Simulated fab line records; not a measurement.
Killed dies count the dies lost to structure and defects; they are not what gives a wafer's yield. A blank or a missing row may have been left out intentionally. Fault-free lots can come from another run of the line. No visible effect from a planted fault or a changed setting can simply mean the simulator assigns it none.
fab line records	flow sky130
[record] lots = 6	wafers = 18	last-day = 50
route steps=708 shown CONTACT@418 PAD_OPEN@708
lots that met no fault: taken from a fault-free run of the same line
start-h: the number of hours between the record's first day and the start of the first shown wafer of the lot	wait-h: hours elapsed since this lot's preceding step	" unchanged from the row above	L1.1+2: several wafers, shown together as one row	- either no value or no given start	* or withheld: withheld	< > ~ a bound
route shown NAME@n: NAME is a module with steps in the file, n the number in the route of the first one	usual: mean and standard deviation over wafers with no fault	same: alike in all rows	chamber/n: place in a boat	sites: readings site by site	_std_site: the values' standard deviation	_edge_site: the outer-site mean with the inner-site mean subtracted	radius-mm: how far each site lies from the wafer's centre	mask NAME#n: copy n	behind: the last tool/chamber to shape the wafer	hold: cause of the lot's hold/its duration in hours/its outcome	device: the transistor (n, p or np) that didn't switch	end of line: the same wafers' tests at the end of the route	a step with no rows: only its recipe	killed: not the wafer's yield, but the dies lost to structure and defects at the first sort	map: per-die view of a wafer (x killed, . not killed, _ where there is no die)
set.NAME: setting as actually run; set.NAME@STEP: the setting as run at that earlier step	model.NAME: the simulator's own value behind a step, which no gauge read
lots seen at some steps along the route; tables by step, rows by wafer
services: a tool's chamber out of use, with start hour (start-h, from the record's first day; less than 0 if before it), hours out, and reason
[[steps]]
[step SKY_CONTACT_PEB_12]
[recipe] peb-temp-c = withheld	peb-time-s = withheld	resist = KrF-thick
[step SKY_CONTACT_DEVELOP_13]
[recipe] develop-time-s = 60	resist = KrF-thick	dev-temp-c = 21
[step SKY_CONTACT_CD_MEAS_14]
[recipe] target-cd-nm = 170
[usual] cd-nm = 170.1/1.5
lot.wafer	tool	chamber	start-h	wait-h	cd-nm
L649.1	cd-sem-01	-	726.34	-	168.5
L649.2	"	-	"	"	168.7
L649.6	"	-	"	"	168.2
L650.2	cd-sem-01	-	739.01	-	170.1
L650.3	"	-	"	"	169.0
L650.5	"	-	"	"	168.1
L666.2	cd-sem-02	-	871.44	-	168.9
L666.5	"	-	"	"	168.9
L666.6	"	-	"	"	167.5
L668.2	cd-sem-01	-	881.99	-	173.6
L668.3	"	-	"	"	173.4
L668.6	"	-	"	"	172.7
L669.4	cd-sem-01	-	891.69	-	168.4
L669.5	"	-	"	"	168.1
L669.6	"	-	"	"	168.6
L670.1	cd-sem-02	-	899.95	-	171.5
L670.2	"	-	"	"	170.2
L670.3	"	-	"	"	171.4
[step SKY_CONTACT_OVL_MEAS_15]
[usual] CONTACT_OVL = 1/4.4
lot.wafer	tool	chamber	start-h	wait-h	CONTACT_OVL[nm]
L649.1	overlay-02	-	726.46	0.1	7
L649.2	"	-	"	"	2
L649.6	"	-	"	"	5
L650.2	overlay-01	-	739.12	0.1	3
L650.3	"	-	"	"	8
L650.5	"	-	"	"	3
L666.2	overlay-02	-	871.55	0.1	3
L666.5	"	-	"	"	4
L666.6	"	-	"	"	3
L668.2	overlay-02	-	882.10	0.1	-4
L668.3	"	-	"	"	2
L668.6	"	-	"	"	9
L669.4	overlay-02	-	891.76	0.1	0
L669.5	"	-	"	"	-1
L669.6	"	-	"	"	-2
L670.1	overlay-01	-	900.07	0.1	4
L670.2	"	-	"	"	8
L670.3	"	-	"	"	7
[step SKY_CONTACT_ETCH_16]
[recipe] chemistry = N2/H2	target = BARC	ion-energy-ev = 200	source-w = 500	bias-w = 100	pressure-mtorr = 30	n2-flow-sccm = 100	h2-flow-sccm = 200	stop-on = SiO2	time-s = 45.9	target-depth-a = 600
[usual] bias-w = 100.0/0.32	drypump-motor-current-A = 5.7/0.36	h2-flow-sccm = 200.0/0.56	oes-product-au = 0.855/0.0054	throttle-valve-pct = 13.226/0.0092
[same] time-s = 45.9
lot.wafer	tool	chamber	start-h	wait-h	bias-w	drypump-motor-current-A	h2-flow-sccm	oes-product-au	rf-hours-counter-h	throttle-valve-pct
L649.1	rie-diel-04	3	726.50	0.0	99.3	5.3	200.2	0.854	2	13.225
L649.2	"	2	"	"	100.0	5.7	200.0	0.845	16	13.233
L649.6	"	2	"	"	99.8	5.7	200.1	0.855	-	13.223
L650.2	rie-diel-03	3	739.15	0.0	99.9	5.5	200.0	0.854	1	13.229
L650.3	"	1	"	"	100.1	6.4	200.4	0.851	11	13.224
L650.5	"	3	"	"	99.5	5.5	200.0	0.857	-	13.236
L666.2	rie-diel-03	3	871.58	0.0	99.9	5.5	200.4	0.858	5	13.226
L666.5	"	2	"	"	99.6	5.4	200.9	0.858	-	13.228
L666.6	"	3	"	"	100.4	5.5	199.9	0.860	-	13.217
L668.2	rie-diel-03	3	882.13	0.0	99.8	5.5	199.7	0.857	5	13.213
L668.3	"	2	"	"	100.3	5.4	200.4	0.853	11	13.222
L668.6	"	3	"	"	99.8	5.5	199.5	0.847	-	13.203
L669.4	rie-diel-04	2	891.78	0.0	100.1	5.7	199.4	0.860	21	13.224
L669.5	"	0	"	"	99.3	6.1	199.9	0.853	-	13.230
L669.6	"	1	"	"	99.8	5.9	199.6	0.846	-	13.226
L670.1	rie-diel-03	3	900.10	0.0	100.0	5.5	200.3	0.852	6	13.213
L670.2	"	0	"	"	99.9	6.6	199.1	0.862	13	13.239
L670.3	"	2	"	"	99.7	5.4	200.7	0.855	11	13.228
[step SKY_CONTACT_ETCH_17]
[recipe] target = SiO2	chemistry = C4F8/O2/Ar	stop-on = Si3N4	mask-material = KrF-thick	source-w = 1500	bias-w = 1200	pressure-mtorr = 40	c4f8-flow-sccm = withheld	O2_flow_sccm = 6	Ar_flow_sccm = 300	time-s = withheld	target-depth-a = 3400
[usual] bias-w = 1200/3.2	oes-product-au = 0.892/0.0049
lot.wafer	tool	chamber	start-h	wait-h	bias-w	oes-product-au
L649.1	rie-diel-04	3	726.56	0.0	1200	0.882
L649.2	"	2	"	"	1200	0.889
L649.6	"	2	"	"	1204	0.887
L650.2	rie-diel-03	3	739.19	0.0	1200	0.890
L650.3	"	1	"	"	1200	0.889
L650.5	"	3	"	"	1198	0.894
L666.2	rie-diel-03	3	871.62	0.0	1205	0.898
L666.5	"	2	"	"	1201	0.892
L666.6	"	3	"	"	1206	0.883
L668.2	rie-diel-03	3	882.17	0.0	1199	0.897
L668.3	"	2	"	"	1205	0.896
L668.6	"	3	"	"	1200	0.891
L669.4	rie-diel-04	2	891.82	0.0	1201	0.892
L669.5	"	0	"	"	1203	0.897
L669.6	"	1	"	"	1202	0.902
L670.1	rie-diel-03	3	900.14	0.0	1200	0.880
L670.2	"	0	"	"	1199	0.899
L670.3	"	2	"	"	1202	0.899
[step SKY_CONTACT_ETCH_18]
[recipe] target = Si3N4	chemistry = CHF3/O2	stop-on = TiN	source-w = 600	bias-w = 200	pressure-mtorr = 40	chf3-flow-sccm = 50	O2_flow_sccm = 5	time-s = 39	target-depth-a = 750
[usual] bias-w = 199.9/0.57	drypump-motor-current-A = 5.7/0.36	oes-product-au = 0.852/0.007	throttle-valve-pct = 8.792/0.011
[same] time-s = 39
lot.wafer	tool	chamber	start-h	wait-h	bias-w	drypump-motor-current-A	oes-product-au	rf-hours-counter-h	throttle-valve-pct
L649.1	rie-diel-04	3	-	-	200.1	5.3	0.843	2	8.782
L649.2	"	2	"	"	200.4	5.7	0.848	16	8.779
L649.6	"	2	"	"	201.0	5.7	0.851	-	8.797
L650.2	rie-diel-03	3	-	-	199.7	5.5	0.846	1	8.785
L650.3	"	1	"	"	199.2	6.4	0.854	11	8.800
L650.5	"	3	"	"	200.2	5.5	0.864	-	8.799
L666.2	rie-diel-03	3	-	-	200.5	5.5	0.854	5	8.779
L666.5	"	2	"	"	200.7	5.4	0.848	-	8.782
L666.6	"	3	"	"	200.0	5.5	0.840	-	8.780
L668.2	rie-diel-03	3	-	-	199.1	5.5	0.840	5	8.784
L668.3	"	2	"	"	200.3	5.4	0.848	11	8.791
L668.6	"	3	"	"	198.9	5.5	0.855	-	8.778
L669.4	rie-diel-04	2	-	-	199.9	5.8	0.860	21	8.788
L669.5	"	0	"	"	199.8	6.1	0.854	-	8.801
L669.6	"	1	"	"	199.0	5.8	0.853	-	8.804
L670.1	rie-diel-03	3	-	-	200.1	5.5	0.847	6	8.771
L670.2	"	0	"	"	199.1	6.6	0.847	13	8.804
L670.3	"	2	"	"	200.0	5.3	0.850	11	8.806
[step SKY_CONTACT_STRIP_19]
[recipe] chemistry = O2/N2	power-w = 1400	pressure-mtorr = 1500	platen-temp-c = withheld	o2-flow-sccm = 3000	n2-flow-sccm = 300	overash-fraction = 0.5
[usual] drypump-motor-current-A = 5.8/0.5	oes-product-au = 0.381/0.0047	strip-time-to-endpoint-s = 3.62/0.035
lot.wafer	tool	chamber	start-h	wait-h	drypump-motor-current-A	oes-product-au	rf-hours-counter-h	strip-time-to-endpoint-s
L649.1	plasma-asher-02	1	726.70	-	5.0	0.372	103	3.58
L649.2	"	0	"	"	6.4	0.379	103	3.61
L649.6	"	0	"	"	6.4	0.376	-	3.61
L650.2	plasma-asher-03	0	739.28	-	5.7	0.381	29	3.57
L650.3	"	0	"	"	5.7	0.375	-	3.59
L650.5	"	0	"	"	5.7	0.385	-	3.54
L666.2	plasma-asher-02	0	871.71	-	6.4	0.386	13	3.53
L666.5	"	1	"	"	5.1	0.379	-	3.59
L666.6	"	0	"	"	6.4	0.377	-	3.57
L668.2	plasma-asher-03	0	882.26	-	5.7	0.377	45	3.54
L668.3	"	1	"	"	5.9	0.377	-	3.59
L668.6	"	1	"	"	5.9	0.388	-	3.57
L669.4	plasma-asher-02	0	891.95	-	6.4	0.377	-	3.64
L669.5	"	1	"	"	5.0	0.382	-	3.66
L669.6	"	0	"	"	6.4	0.386	-	3.57
L670.1	plasma-asher-04	1	900.23	-	6.3	0.385	73	3.57
L670.2	"	0	"	"	6.1	0.379	73	3.63
L670.3	"	1	"	"	6.3	0.385	-	3.66
[step SKY_CONTACT_STRIP_20]
[recipe] chemistry = post-etch-residue-remover	time-s = 1200	temp-c = 72.5
[step SKY_CONTACT_CLEAN_21]
[recipe] chemistry = IPA	time-s = 180	temp-c = 25
[step SKY_CONTACT_CLEAN_22]
[recipe] chemistry = O3/DIW	dry = n2-spin
[step SKY_CONTACT_SPUTTER_23]
[recipe] material = TiN	target-thk-nm = 20	chamber-pressure-pa = 5	power-w = 4000	time-s = 80
[usual] throttle-valve-pct = 29.9/0.86
[same] time-s = 80
lot.wafer	tool	chamber	start-h	wait-h	throttle-valve-pct
L649.1	pvd-sputter-01	-	727.29	0.0	29.9
L649.2	"	-	"	"	30.2
L649.6	"	-	"	"	30.4
L650.2	pvd-sputter-04	-	739.88	0.0	30.4
L650.3	"	-	"	"	27.5
L650.5	"	-	"	"	30.6
L666.2	pvd-sputter-04	-	872.31	0.0	30.6
L666.5	"	-	"	"	30.4
L666.6	"	-	"	"	30.1
L668.2	pvd-sputter-01	-	882.89	0.0	29.8
L668.3	"	-	"	"	30.0
L668.6	"	-	"	"	28.8
L669.4	pvd-sputter-04	-	892.54	0.0	30.2
L669.5	"	-	"	"	30.2
L669.6	"	-	"	"	30.5
L670.1	pvd-sputter-03	-	900.86	0.0	30.4
L670.2	"	-	"	"	29.7
L670.3	"	-	"	"	30.1
[step SKY_CONTACT_CVD_24]
[recipe] material = W	target-thk-nm = 340	time-s = 102.12	temp-c = 400	pressure-torr = 40
[usual] chamber-pressure-Torr = 40.02/0.092	heater-power-w = 849/82
[same] time-s = 102.12
lot.wafer	tool	chamber	start-h	wait-h	chamber-pressure-Torr	heater-power-w
L649.1	cvd-w-01	1	727.35	0.0	39.96	927
L649.2	"	0	"	"	39.99	842
L649.6	"	0	"	"	39.98	830
L650.2	cvd-w-02	1	739.94	0.0	40.24	877
L650.3	"	0	"	"	40.17	724
L650.5	"	1	"	"	40.17	874
L666.2	cvd-w-01	0	872.37	0.0	39.88	835
L666.5	"	1	"	"	39.83	950
L666.6	"	0	"	"	39.95	834
L668.2	cvd-w-02	1	882.95	0.0	38.84	881
L668.3	"	1	"	"	38.97	865
L668.6	"	0	"	"	38.81	718
L669.4	cvd-w-01	0	892.64	0.1	40.02	840
L669.5	"	0	"	"	40.04	816
L669.6	"	1	"	"	40.03	929
L670.1	cvd-w-02	0	900.92	0.0	38.81	708
L670.2	"	1	"	"	38.96	892
L670.3	"	0	"	"	38.83	707
[step SKY_CONTACT_RS_MEAS_25]
[recipe] thk-meas-gauge = four-point-probe	reads = W_of_CONTACT_CVD_24+TiN_of_CONTACT_SPUTTER_23
[usual] CONTACT_W_RS = 0.337/0.0037
lot.wafer	tool	chamber	start-h	wait-h	CONTACT_W_RS[ohm/sq]
L649.1	film-metro-04	-	727.46	0.1	0.335
L649.2	"	-	"	"	0.334
L649.6	"	-	"	"	0.340
L650.2	film-metro-02	-	740.07	0.1	0.341
L650.3	"	-	"	"	0.339
L650.5	"	-	"	"	0.346
L666.2	film-metro-04	-	872.50	0.1	0.339
L666.5	"	-	"	"	0.331
L666.6	"	-	"	"	0.335
L668.2	film-metro-02	-	883.08	0.1	0.346
L668.3	"	-	"	"	0.345
L668.6	"	-	"	"	0.348
L669.4	film-metro-02	-	892.77	0.1	0.338
L669.5	"	-	"	"	0.339
L669.6	"	-	"	"	0.335
L670.1	film-metro-04	-	901.03	0.1	0.346
L670.2	"	-	"	"	0.346
L670.3	"	-	"	"	0.350
[step SKY_PAD_OPEN_PROBE_99]
[usual] killed_at_M0_to_M3 = 43/6.7	killed_at_M4_up = 3.2/1.8	killed-at-contacts = 24/4.8	killed-at-front-end = 16/4.2	killed-at-other = 0.3/0.56	killed-dies = 86/8.5	killed-on-rim = 17/3.9	killed-open = 47/6.7	killed-short = 39/6
[same] gross-dies = 492	killed-at-back-side = 0
lot.wafer	tool	chamber	start-h	wait-h	killed_at_M0_to_M3	killed_at_M4_up	killed-at-contacts	killed-at-front-end	killed-at-other	killed-dies	killed-on-rim	killed-open	killed-short
L649.1	prober-01	-	1065.72	0.1	49	1	24	13	1	88	24	55	33
L649.2	prober-01	-	1065.77	0.1	36	3	22	22	0	83	22	48	34
L649.6	prober-01	-	1065.97	0.2	32	1	28	17	0	78	12	44	34
L650.2	prober-02	-	1075.82	0.1	43	0	14	14	2	73	15	47	26
L650.3	prober-02	-	1075.87	0.2	42	2	21	19	1	85	18	48	37
L650.5	prober-02	-	1075.97	0.2	36	4	19	26	0	85	15	47	38
L666.2	prober-02	-	1172.87	0.1	42	2	27	16	0	87	24	53	34
L666.5	prober-02	-	1173.02	0.2	39	4	29	22	0	94	19	43	51
L666.6	prober-02	-	1173.07	0.2	37	0	32	13	0	82	14	49	33
L668.2	prober-02	-	1178.81	0.1	37	5	19	22	0	83	17	47	36
L668.3	prober-02	-	1178.86	0.2	43	1	23	21	0	88	19	44	44
L668.6	prober-02	-	1179.01	0.2	38	3	20	16	0	77	14	44	33
L669.4	prober-01	-	1191.06	0.2	58	4	22	12	0	96	18	56	40
L669.5	prober-01	-	1191.11	0.2	44	3	20	13	0	80	14	42	38
L669.6	prober-01	-	1191.16	0.2	43	2	24	25	0	94	20	51	42
L670.1	prober-02	-	1192.92	0.1	49	4	23	20	0	96	19	53	43
L670.2	prober-02	-	1192.97	0.1	45	1	23	13	1	83	17	44	39
L670.3	prober-02	-	1193.02	0.2	50	2	21	22	0	95	21	50	45
// killed by level:class
L649.1 VIA1:geometric-particle:open=13 CONTACT:geometric-particle:open=12 VIA2:geometric-particle:open=8 VIA3:geometric-particle:open=7 LI_CONTACT:geometric-particle:open=6 METAL2:geometric-particle:short=5 FIELD_ISO:geometric-particle:short=4 FIELD_ISO:geometric-particle:open=4
L649.2 CONTACT:geometric-particle:open=9 FIELD_ISO:geometric-particle:open=7 LI_CONTACT:geometric-particle:open=7 VIA2:geometric-particle:open=7 FIELD_ISO:geometric-particle:short=6 VIA1:geometric-particle:open=6 METAL2:geometric-particle:short=6 VIA3:geometric-particle:short=4
L649.6 LI_CONTACT:geometric-particle:open=11 VIA1:geometric-particle:open=11 CONTACT:geometric-particle:open=10 FIELD_ISO:geometric-particle:short=7 METAL2:geometric-particle:short=5 VIA2:geometric-particle:open=4 CONTACT:geometric-particle:short=3 METAL1:geometric-particle:short=3
L650.2 VIA1:geometric-particle:open=11 VIA2:geometric-particle:open=8 METAL2:geometric-particle:short=8 FIELD_ISO:geometric-particle:open=6 CONTACT:geometric-particle:open=5 VIA1:geometric-particle:short=4 VIA3:geometric-particle:open=4 METAL1:geometric-particle:short=3
L650.3 VIA1:geometric-particle:open=10 CONTACT:geometric-particle:open=8 LI_CONTACT:geometric-particle:open=6 VIA1:geometric-particle:short=6 VIA3:geometric-particle:open=6 METAL2:geometric-particle:short=5 CONTACT:geometric-particle:short=5 VIA2:geometric-particle:open=5
L650.5 VIA1:geometric-particle:open=14 FIELD_ISO:geometric-particle:short=7 CONTACT:geometric-particle:open=7 VIA3:geometric-particle:open=6 LI_CONTACT:geometric-particle:open=5 FIELD_ISO:geometric-particle:open=4 POLY_GATE:geometric-particle:open=4 POLY_GATE:geometric-particle:short=4
L666.2 CONTACT:geometric-particle:open=14 VIA1:geometric-particle:open=9 VIA3:geometric-particle:open=8 VIA2:geometric-particle:open=7 LI_CONTACT:geometric-particle:open=6 VIA1:geometric-particle:short=5 VIA2:geometric-particle:short=5 CONTACT:geometric-particle:short=5
L666.5 CONTACT:geometric-particle:open=11 CONTACT:geometric-particle:short=7 VIA1:geometric-particle:open=7 VIA1:geometric-particle:short=6 POLY_GATE:geometric-particle:short=5 METAL1:geometric-particle:short=5 METAL2:geometric-particle:short=5 VIA3:geometric-particle:short=5
L666.6 VIA1:geometric-particle:open=12 LI_CONTACT:geometric-particle:open=10 CONTACT:geometric-particle:short=10 CONTACT:geometric-particle:open=8 METAL2:geometric-particle:short=6 VIA3:geometric-particle:open=4 VIA2:geometric-particle:open=4 FIELD_ISO:geometric-particle:open=3
L668.2 VIA1:geometric-particle:open=10 FIELD_ISO:geometric-particle:open=6 CONTACT:geometric-particle:open=6 POLY_GATE:geometric-particle:open=5 METAL1:geometric-particle:short=5 VIA2:geometric-particle:open=5 LI_CONTACT:geometric-particle:short=4 LI_CONTACT:geometric-particle:open=4
L668.3 CONTACT:geometric-particle:open=9 VIA3:geometric-particle:open=8 FIELD_ISO:geometric-particle:short=7 LI_CONTACT:geometric-particle:open=7 METAL2:geometric-particle:short=7 POLY_GATE:geometric-particle:short=5 VIA1:geometric-particle:open=5 VIA3:geometric-particle:short=5
L668.6 VIA1:geometric-particle:open=9 VIA3:geometric-particle:open=6 LI_CONTACT:geometric-particle:open=6 CONTACT:geometric-particle:open=6 VIA1:geometric-particle:short=6 FIELD_ISO:geometric-particle:short=5 FIELD_ISO:geometric-particle:open=5 METAL1:geometric-particle:short=5
L669.4 VIA1:geometric-particle:open=14 VIA2:geometric-particle:open=12 VIA1:geometric-particle:short=10 LI_CONTACT:geometric-particle:open=7 VIA3:geometric-particle:open=6 POLY_GATE:geometric-particle:short=5 LOCAL_INTERCONNECT:geometric-particle:short=5 CONTACT:geometric-particle:open=5
L669.5 VIA1:geometric-particle:open=12 CONTACT:geometric-particle:open=8 VIA2:geometric-particle:open=7 FIELD_ISO:geometric-particle:open=5 METAL2:geometric-particle:short=5 VIA2:geometric-particle:short=5 LI_CONTACT:geometric-particle:open=4 FIELD_ISO:geometric-particle:short=3
L669.6 VIA1:geometric-particle:open=12 FIELD_ISO:geometric-particle:short=7 POLY_GATE:geometric-particle:open=7 POLY_GATE:geometric-particle:short=7 VIA3:geometric-particle:open=7 VIA2:geometric-particle:open=6 LOCAL_INTERCONNECT:geometric-particle:short=6 VIA1:geometric-particle:short=6
L670.1 VIA1:geometric-particle:open=11 VIA1:geometric-particle:short=9 CONTACT:geometric-particle:open=9 POLY_GATE:geometric-particle:open=6 VIA3:geometric-particle:open=6 VIA3:geometric-particle:short=5 LOCAL_INTERCONNECT:geometric-particle:short=5 METAL1:geometric-particle:short=5
L670.2 VIA1:geometric-particle:open=12 CONTACT:geometric-particle:open=8 FIELD_ISO:geometric-particle:short=6 VIA3:geometric-particle:open=6 LI_CONTACT:geometric-particle:open=5 VIA1:geometric-particle:short=5 CONTACT:geometric-particle:short=4 METAL2:geometric-particle:short=4
L670.3 VIA3:geometric-particle:open=11 CONTACT:geometric-particle:open=9 VIA1:geometric-particle:open=7 FIELD_ISO:geometric-particle:open=6 POLY_GATE:geometric-particle:short=6 LOCAL_INTERCONNECT:geometric-particle:short=6 VIA1:geometric-particle:short=6 METAL2:geometric-particle:short=6
[[services]]
tool	chamber	start-h	hours	kind
pvd-sputter-03	-	702.77	3.2	repair
cvd-w-01	1	707.62	4.8	repair
rie-diel-04	1	709.41	-	clean
rie-diel-04	1	709.41	18.0	scheduled-down
rie-diel-04	1	709.41	18.0	vent-cycle
plasma-asher-02	-	733.75	9.0	pm
plasma-asher-02	0	733.75	9.0	vent-cycle
plasma-asher-02	1	733.75	9.0	vent-cycle
plasma-asher-02	0	742.75	-	clean
plasma-asher-02	1	742.75	-	clean
rie-diel-04	2	749.00	16.7	repair
cvd-w-02	0	757.11	15.6	repair
cvd-w-02	1	760.14	1.4	repair
plasma-asher-02	-	770.56	0.5	repair
rie-diel-04	2	771.32	3.8	repair
plasma-asher-04	-	775.66	28.1	pm
rie-diel-03	2	793.93	12.4	repair
plasma-asher-04	-	803.76	15.6	pm
plasma-asher-02	-	841.07	5.9	repair
rie-diel-03	1	892.70	13.3	repair
[[key]]
[first-sign] step = SKY_CONTACT_CVD_24	reading = chamber-pressure-Torr	direction = down	sigmas = 13	usual = 40.02	struck = 38.87
effect none on later readings
met-at SKY_CONTACT_CVD_24
struck-wafers L668.2,L668.3,L668.6,L670.1,L670.2,L670.3
tester-left-out L668,L670
onset-between 739.94 882.95
[fault] kind = process-parameter-drift	tool = cvd-w-02	chamber = -	onset-h = 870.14	steps = SKY_CONTACT_CVD_24	channel = pressure-torr	offset = -1.2027	shape = step	end-h = 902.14	acts-in = these-recipes-only	stated = 40
// tester-left-out: of these lots the tester's yield and bins aren't shown, on N5 and GAA mostly nor the transistor test; their killed dies are dies lost to structure and defects alone, not to doping, threshold or leakage, so they don't give the yield
